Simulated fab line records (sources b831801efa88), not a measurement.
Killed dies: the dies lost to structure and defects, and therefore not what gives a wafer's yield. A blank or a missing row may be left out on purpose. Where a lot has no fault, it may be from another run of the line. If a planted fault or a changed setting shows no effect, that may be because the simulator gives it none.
Which tool did it? | flow gf180mcu | 14 lots, 41 wafers sampled, at 4 steps of a route of 602

## WHAT THE GAUGES SHOWED, per wafer
GF_STI_CD_MEAS_12: target cd 220 nm.
lot  | measured    | on        | cd_nm (nm)
L693 | day 2 08:20 | cd_sem-02 | 219.1 219.3 219.2
L694 | day 2 14:53 | cd_sem-02 | 220.5 220.6 219.7
L696 | day 2 23:26 | cd_sem-02 | 220.9 221.0 220.5
L699 | day 3 13:37 | cd_sem-01 | 220.0 221.1
L705 | day 4 20:42 | cd_sem-02 | 221.4 220.9 219.9
L706 | day 5 02:02 | cd_sem-02 | 219.8 218.5 219.3
L707 | day 5 06:06 | cd_sem-02 | 218.8 218.2 218.8
L708 | day 5 12:29 | cd_sem-01 | 218.3 219.3 220.0
L710 | day 5 21:26 | cd_sem-02 | 220.8 220.6 220.4
L711 | day 6 03:49 | cd_sem-01 | 219.8 219.2 219.6
L712 | day 6 08:24 | cd_sem-02 | 221.0 220.1 219.9
L713 | day 6 13:16 | cd_sem-02 | 218.7 219.3 218.0
L714 | day 6 19:28 | cd_sem-02 | 217.6 218.8 220.2
L715 | day 7 00:07 | cd_sem-02 | 220.4 220.7 221.8

GF_STI_THK_MEAS_30.
lot  | measured    | on            | STI_OXIDATION_02_THK (nm)
L693 | day 2 13:13 | film_metro-01 | 10.00 10.04 10.06
L694 | day 2 21:02 | film_metro-04 | 9.93 9.99 9.99
L696 | day 3 04:16 | film_metro-01 | 9.82 9.97 9.79
L699 | day 3 17:59 | film_metro-01 | 9.63 9.73
L705 | day 5 03:11 | film_metro-04 | 10.05 9.91 10.04
L706 | day 5 06:55 | film_metro-01 | 9.90 9.97 9.97
L707 | day 5 10:25 | film_metro-03 | 10.17 9.97 9.90
L708 | day 5 17:18 | film_metro-01 | 10.07 10.19 10.01
L710 | day 6 02:52 | film_metro-01 | 9.80 10.03 10.01
L711 | day 6 08:13 | film_metro-01 | 9.87 9.91 9.86
L712 | day 6 12:58 | film_metro-01 | 10.18 10.14 10.08
L713 | day 6 17:49 | film_metro-03 | 10.13 9.98 10.11
L714 | day 6 23:48 | film_metro-03 | 10.25 10.07 10.15
L715 | day 7 05:01 | film_metro-04 | 9.88 9.94 9.90

GF_PSD_CD_MEAS_07: target cd 400 nm.
lot  | measured     | on        | cd_nm (nm)
L693 | day 14 13:11 | cd_sem-02 | 399.8 400.7 400.8
L694 | day 15 03:24 | cd_sem-02 | 400.8 398.2 400.5
L696 | day 15 18:31 | cd_sem-02 | 398.4 399.8 398.1
L699 | day 16 17:26 | cd_sem-01 | 400.2 399.1
L705 | day 18 23:14 | cd_sem-02 | 403.3 402.2 402.7
L706 | day 19 06:53 | cd_sem-02 | 401.4 398.0 399.2
L707 | day 19 08:31 | cd_sem-02 | 396.9 397.8 395.7
L708 | day 19 22:08 | cd_sem-01 | 397.7 398.3 394.9
L710 | day 20 16:50 | cd_sem-01 | 399.0 398.0 399.4
L711 | day 20 19:31 | cd_sem-02 | 402.2 399.2 399.5
L712 | day 21 04:38 | cd_sem-02 | 399.2 399.4 396.0
L713 | day 21 16:56 | cd_sem-01 | 397.7 400.0 399.4
L714 | day 21 20:23 | cd_sem-02 | 400.3 400.5 402.8
L715 | day 22 04:20 | cd_sem-01 | 400.2 399.8 399.7

## WHICH TOOL RAN EACH LOT (tool, then ch and the chambers of the sampled wafers, then the start)
lot  | GF_POLY_GATE_PEB_08
L693 | litho_track-03 ch 0, day 9 12:18
L694 | litho_track-01 ch 0, day 9 23:56
L696 | litho_track-03 ch 0, day 10 11:07
L699 | litho_track-03 ch 0, day 11 06:52
L705 | litho_track-01 ch 0, day 13 03:32
L706 | litho_track-01 ch 0, day 13 06:47
L707 | litho_track-04 ch 0, day 13 13:05
L708 | litho_track-01 ch 0, day 13 22:29
L710 | litho_track-01 ch 0, day 14 13:50
L711 | litho_track-04 ch 0, day 14 16:23
L712 | litho_track-03 ch 0, day 15 01:23
L713 | litho_track-01 ch 0, day 15 11:11
L714 | litho_track-04 ch 0, day 15 14:55
L715 | litho_track-03 ch 0, day 15 22:46
- GF_POLY_GATE_PEB_08: peb time 90 s.

## AS READ BY THE TOOLS THEMSELVES (means over the sampled wafers that have a number; for cases with no such wafer, the mark the record gives instead)
GF_POLY_GATE_PEB_08.
lot  | tool           | chill_plate_temp_C (C) | heater_power_total_W (W) | plate_temp_C (C)
L693 | litho_track-03 | 22.98                  | 85.72                    | 135.01
L694 | litho_track-01 | 23.17                  | 85.59                    | 135.08
L696 | litho_track-03 | 23.01                  | 87.14                    | 134.90
L699 | litho_track-03 | 23.05                  | 87.80                    | 134.70
L705 | litho_track-01 | 22.98                  | 85.79                    | 135.12
L706 | litho_track-01 | 22.99                  | 85.69                    | 135.08
L707 | litho_track-04 | 22.91                  | 85.69                    | 134.85
L708 | litho_track-01 | 23.05                  | 85.73                    | 135.01
L710 | litho_track-01 | 23.16                  | 85.70                    | 134.95
L711 | litho_track-04 | 22.97                  | 85.69                    | 134.97
L712 | litho_track-03 | 23.01                  | 85.72                    | 134.91
L713 | litho_track-01 | 22.99                  | 85.68                    | 135.16
L714 | litho_track-04 | 22.95                  | 85.78                    | 135.02
L715 | litho_track-03 | 22.91                  | 85.64                    | 134.94

## THE ANSWER, worked out from the rows above alone
Rule: the lots themselves supply what counts as usual. The widest of any qualifying gaps counts: lots, ordered by their means at a reading, are off when they make up no more than a third of the lots, leave a main group of 4 or more, and stand apart from it by 3 or more times the standard deviation of that group's means. Not used: any main group whose means are identical at the precision the tables above print for the reading. Also off: a lot with no number at a reading for which 4 or more lots have one. The other lots that the step has rows for count as sound. After the gauges, taken in route order, come the tools' own readings; for these a lot's mean is taken, as printed above. The first step at which some lot is off is used, and at that step the reading that is off furthest; a lot without a number counts as furthest.
Off, at GF_POLY_GATE_PEB_08 on heater_power_total_W: L696, L699. Main group: mean 85.70 W, sd 0.052.
A tool fits if, at that step or a process step before it, it ran every lot that is off, and no sound lot after the first of them. Of those tried, none fits.

## WHAT THE SIMULATOR HAD PUT IN
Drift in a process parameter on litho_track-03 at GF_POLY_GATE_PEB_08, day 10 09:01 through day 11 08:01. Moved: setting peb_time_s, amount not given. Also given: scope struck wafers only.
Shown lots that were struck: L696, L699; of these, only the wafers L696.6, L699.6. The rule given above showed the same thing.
